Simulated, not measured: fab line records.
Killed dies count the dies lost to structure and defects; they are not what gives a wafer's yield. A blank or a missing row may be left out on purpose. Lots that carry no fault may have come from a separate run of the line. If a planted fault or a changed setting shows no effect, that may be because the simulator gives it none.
What tool caused it? -- flow sfq line -- route of 325 steps, sampled at 1 step: 12 lots, 36 wafers

WHAT THE GAUGES READ, wafer by wafer
SFQ_M2_OVL_MEAS_916.
lot,measured,on,M2_OVL (nm)
L188,day 18 13:43,overlay-02,-2 -9 -8
L189,day 18 23:20,overlay-02,1 2 5
L190,day 19 13:31,overlay-02,3 -3 1
L191,day 19 23:07,overlay-01,-5 -7 -11
L192,day 20 01:32,overlay-02,-5 3 -1
L193,day 20 13:04,overlay-02,-3 -5 3
L194,day 21 01:25,overlay-02,0 -4 4
L195,day 21 06:13,overlay-01,-1 3 1
L201,day 24 02:43,overlay-02,5 5 7
L202,day 24 09:55,overlay-02,3 4 6
L203,day 25 00:19,overlay-02,-7 -7 -4
L204,day 25 15:55,overlay-01,-5 -5 -9

TOOL THAT RAN EACH LOT (tool first, then ch and the chambers of the sampled wafers, then the start)
Record: no process step prior to these readings.

WHAT THE TOOLS THEMSELVES READ (means of the sampled wafers that have a number; where no wafer has one, the mark that the record gives instead)
The record holds no such reading with a usual standard deviation.

THE ANSWER, worked out from the rows above alone
Rule: the usual values come from the lots themselves. The widest of any qualifying gaps counts: lots, ordered by their means at a reading, are off when they make up no more than a third of the lots, leave a main group of 4 or more, and stand apart from it by 3 or more times the standard deviation of that group's means. Not used: any main group whose means are identical at the precision the tables above print for the reading. A lot without any number at a reading at which 4 lots or more have one is off too. Where the step has rows for the other lots, those lots are counted as sound. After the gauges, taken in route order, come the tools' own readings; for these a lot's mean is taken, as printed above. The first step at which some lot is off is used, and at that step the reading that is off furthest; a lot without a number counts as furthest.
No lot is off at any reading shown: from this, nothing can be told.

WHAT THE SIMULATOR HAD PUT IN
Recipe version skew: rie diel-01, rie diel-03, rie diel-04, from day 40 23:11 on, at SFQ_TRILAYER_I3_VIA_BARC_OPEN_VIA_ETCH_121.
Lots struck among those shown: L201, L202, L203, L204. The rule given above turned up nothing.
